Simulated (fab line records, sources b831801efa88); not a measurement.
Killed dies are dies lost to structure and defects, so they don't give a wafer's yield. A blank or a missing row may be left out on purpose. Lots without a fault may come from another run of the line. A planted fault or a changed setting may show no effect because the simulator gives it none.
Which tool did it? | flow sky130 | 6 lots, 18 wafers sampled, at 1 step of a route of 708

WHAT THE GAUGES READ, wafer by wafer
SKY_VIA3_RS_MEAS_22: measures by four-point-probe.
lot  | measured     | on            | VIA3_W_RS (ohm/sq)
L995 | day 40 16:07 | film_metro-04 | 0.295 0.292 0.296
L997 | day 40 18:42 | film_metro-04 | 0.296 0.294 0.296
L102 | day 40 19:46 | film_metro-03 | 0.291 0.289 0.289
L110 | day 46 09:11 | film_metro-04 | 0.298 0.300 0.299
L106 | day 46 11:55 | film_metro-04 | 0.301 0.300 0.304
L117 | day 46 20:44 | film_metro-04 | 0.294 0.290 0.295

WHICH TOOL RAN EACH LOT (tool, then ch and the chambers of the sampled wafers, then the start)
The record holds no process step before these readings.

THE ANSWER, worked out from the rows above alone
Rule: what is usual is taken from the lots themselves. Put in order of their means at a reading, lots are off if they are a third of the lots or fewer, leave a main group of 4 or more, and stand apart from it by a gap of 3 or more times the standard deviation of the main group's means; of several such gaps the widest counts. A main group whose means are all the same, to the digits that the tables above print for the reading, isn't used. A lot without any number at a reading at which 4 lots or more have one is off too. The other lots that the step has rows for count as sound.
No lot is off at any reading shown: from this, nothing can be told.

WHAT THE SIMULATOR HAD PUT IN
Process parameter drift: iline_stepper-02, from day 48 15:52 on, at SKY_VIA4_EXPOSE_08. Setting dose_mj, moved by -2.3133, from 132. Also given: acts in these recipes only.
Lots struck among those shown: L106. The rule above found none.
